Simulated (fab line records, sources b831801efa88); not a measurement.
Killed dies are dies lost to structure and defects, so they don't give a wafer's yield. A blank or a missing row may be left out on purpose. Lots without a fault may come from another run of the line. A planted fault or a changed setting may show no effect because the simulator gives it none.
Which tool did it? | flow sky130 | 10 lots, 30 wafers sampled, at 5 steps of a route of 708

WHAT THE GAUGES READ, wafer by wafer
SKY_CAPM_RS_MEAS_03: measures by four-point-probe.
lot  | measured     | on            | CAPM_TIN_RS (ohm/sq)
L326 | day 37 07:00 | film_metro-03 | 6.78 6.94 6.81
L330 | day 39 04:32 | film_metro-03 | 6.50 6.51 6.53
L331 | day 39 07:12 | film_metro-04 | 6.52 6.49 6.50
L341 | day 41 07:38 | film_metro-04 | 6.87 6.76 6.88
L342 | day 41 20:11 | film_metro-02 | 6.87 6.89 6.91
L343 | day 42 00:27 | film_metro-02 | 6.95 7.01 7.04
L344 | day 42 04:10 | film_metro-02 | 7.04 6.95 7.01
L345 | day 42 12:22 | film_metro-03 | 6.94 6.89 6.91
L346 | day 42 17:30 | film_metro-02 | 7.00 6.98 6.97
L347 | day 42 22:55 | film_metro-02 | 6.97 7.02 7.01

WHICH TOOL RAN EACH LOT (tool, then ch and the chambers of the sampled wafers, then the start)
lot  | SKY_METAL2_SPUTTER_01        | SKY_METAL3_SPUTTER_00        | SKY_METAL3_SPUTTER_04        | SKY_CAPM_SPUTTER_02
L326 | pvd_sputter-01, day 34 23:55 | pvd_sputter-02, day 37 06:38 | pvd_sputter-02, day 37 06:44 | pvd_sputter-01, day 37 06:52
L330 | pvd_sputter-01, day 36 22:33 | pvd_sputter-03, day 39 04:11 | pvd_sputter-03, day 39 04:17 | pvd_sputter-04, day 39 04:26
L331 | pvd_sputter-03, day 37 01:47 | pvd_sputter-02, day 39 06:51 | pvd_sputter-02, day 39 06:58 | pvd_sputter-04, day 39 07:05
L341 | pvd_sputter-01, day 39 03:30 | pvd_sputter-03, day 41 07:14 | pvd_sputter-03, day 41 07:20 | pvd_sputter-01, day 41 07:29
L342 | pvd_sputter-04, day 39 16:54 | pvd_sputter-01, day 41 19:51 | pvd_sputter-01, day 41 19:57 | pvd_sputter-02, day 41 20:05
L343 | pvd_sputter-03, day 39 20:31 | pvd_sputter-03, day 42 00:05 | pvd_sputter-03, day 42 00:11 | pvd_sputter-04, day 42 00:20
L344 | pvd_sputter-03, day 40 00:21 | pvd_sputter-03, day 42 03:48 | pvd_sputter-03, day 42 03:55 | pvd_sputter-02, day 42 04:02
L345 | pvd_sputter-03, day 40 08:35 | pvd_sputter-02, day 42 12:01 | pvd_sputter-02, day 42 12:07 | pvd_sputter-04, day 42 12:15
L346 | pvd_sputter-03, day 40 15:22 | pvd_sputter-02, day 42 17:08 | pvd_sputter-02, day 42 17:14 | pvd_sputter-04, day 42 17:22
L347 | pvd_sputter-01, day 40 20:29 | pvd_sputter-03, day 42 22:34 | pvd_sputter-03, day 42 22:41 | pvd_sputter-04, day 42 22:49
- SKY_METAL2_SPUTTER_01: material TiN, target thk 20 nm, time 16.7 s.
- SKY_METAL3_SPUTTER_00: material Ti, target thk 15 nm, time 10 s.
- SKY_METAL3_SPUTTER_04: material TiN, target thk 70 nm, time 58.3 s.
- SKY_CAPM_SPUTTER_02: material TiN, target thk 200 nm, time 166.7 s.

THE ANSWER, worked out from the rows above alone
Rule: what is usual is taken from the lots themselves. Put in order of their means at a reading, lots are off if they are a third of the lots or fewer, leave a main group of 4 or more, and stand apart from it by a gap of 3 or more times the standard deviation of the main group's means; of several such gaps the widest counts. A main group whose means are all the same, to the digits that the tables above print for the reading, isn't used. A lot without any number at a reading at which 4 lots or more have one is off too. The other lots that the step has rows for count as sound.
Off: L330, L331, at SKY_CAPM_RS_MEAS_03 (CAPM_TIN_RS). The main group: mean 6.93 ohm/sq, standard deviation 0.067.
A tool fits if, at a process step before that reading, it ran every lot that is off, and no sound lot after the first of them. The gauges at SKY_CAPM_RS_MEAS_03 are tried like those tools. None of those tried fits.

WHAT THE SIMULATOR HAD PUT IN
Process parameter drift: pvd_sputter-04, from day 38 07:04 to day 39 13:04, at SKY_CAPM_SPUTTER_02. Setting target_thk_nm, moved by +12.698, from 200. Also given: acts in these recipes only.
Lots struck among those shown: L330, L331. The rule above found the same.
